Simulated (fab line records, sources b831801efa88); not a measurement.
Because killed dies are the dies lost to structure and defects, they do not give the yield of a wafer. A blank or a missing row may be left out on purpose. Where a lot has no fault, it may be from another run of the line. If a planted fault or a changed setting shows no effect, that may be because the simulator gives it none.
Chamber matching || flow gf180mcu || GF_V2_CMP_26 on cmp-02 has 4 sister chambers
The step polishes, stops on SiO2, t overpolish 15 s, target thk 0 nm. 4 wafers are shown with their chamber, then 7 later ones without.

WAFERS PAIRED WITH THEIR CHAMBERS
{"wafer": "L525.2", "chamber": 2, "time-to-endpoint-s (s)": 73}
{"wafer": "L528.1", "chamber": 0, "time-to-endpoint-s (s)": 81}
{"wafer": "L529.3", "chamber": 3, "time-to-endpoint-s (s)": 93}
{"wafer": "L529.5", "chamber": 1, "time-to-endpoint-s (s)": 91}

WAFERS MISSING THEIR CHAMBER
{"wafer": "L529.6", "time-to-endpoint-s (s)": 80}
{"wafer": "L539.2", "time-to-endpoint-s (s)": 73}
{"wafer": "L539.4", "time-to-endpoint-s (s)": 84}
{"wafer": "L539.5", "time-to-endpoint-s (s)": 87}
{"wafer": "L540.1", "time-to-endpoint-s (s)": 89}
{"wafer": "L540.2", "time-to-endpoint-s (s)": 83}
{"wafer": "L540.6", "time-to-endpoint-s (s)": 75}

WHICH CHAMBER EACH ONE RAN IN
{"wafer": "L529.6", "from the rows above": 0, "in truth": 0}
{"wafer": "L539.2", "from the rows above": 2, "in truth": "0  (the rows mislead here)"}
{"wafer": "L539.4", "from the rows above": "can't be placed: 0 or 1", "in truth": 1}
{"wafer": "L539.5", "from the rows above": "can't be placed: 1 or 0 or 3", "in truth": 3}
{"wafer": "L540.1", "from the rows above": "can't be placed: 1 or 3", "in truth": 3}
{"wafer": "L540.2", "from the rows above": 0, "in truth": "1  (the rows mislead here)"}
{"wafer": "L540.6", "from the rows above": "can't be placed: 2 or 0", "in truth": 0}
Correct placement for 1 of the 7. These rows do not allow placing 4 (true chamber among the candidates in 4). Number placed wrongly: 2.
How it was worked out, from the rows above alone: a wafer's distance from a chamber is the root of the sum, over the readings, of the square of ((its reading less the chamber's mean) divided by the reading's scatter). If the next closest chamber is less than 2 further off than the closest, the wafer can't be placed; otherwise it belongs to the closest. For every chamber, the mean is computed from those of its wafers that are shown. The scatter (one wafer shown for each chamber): square how far every hidden wafer sits from the nearest shown wafer, average those squares and take the square root.
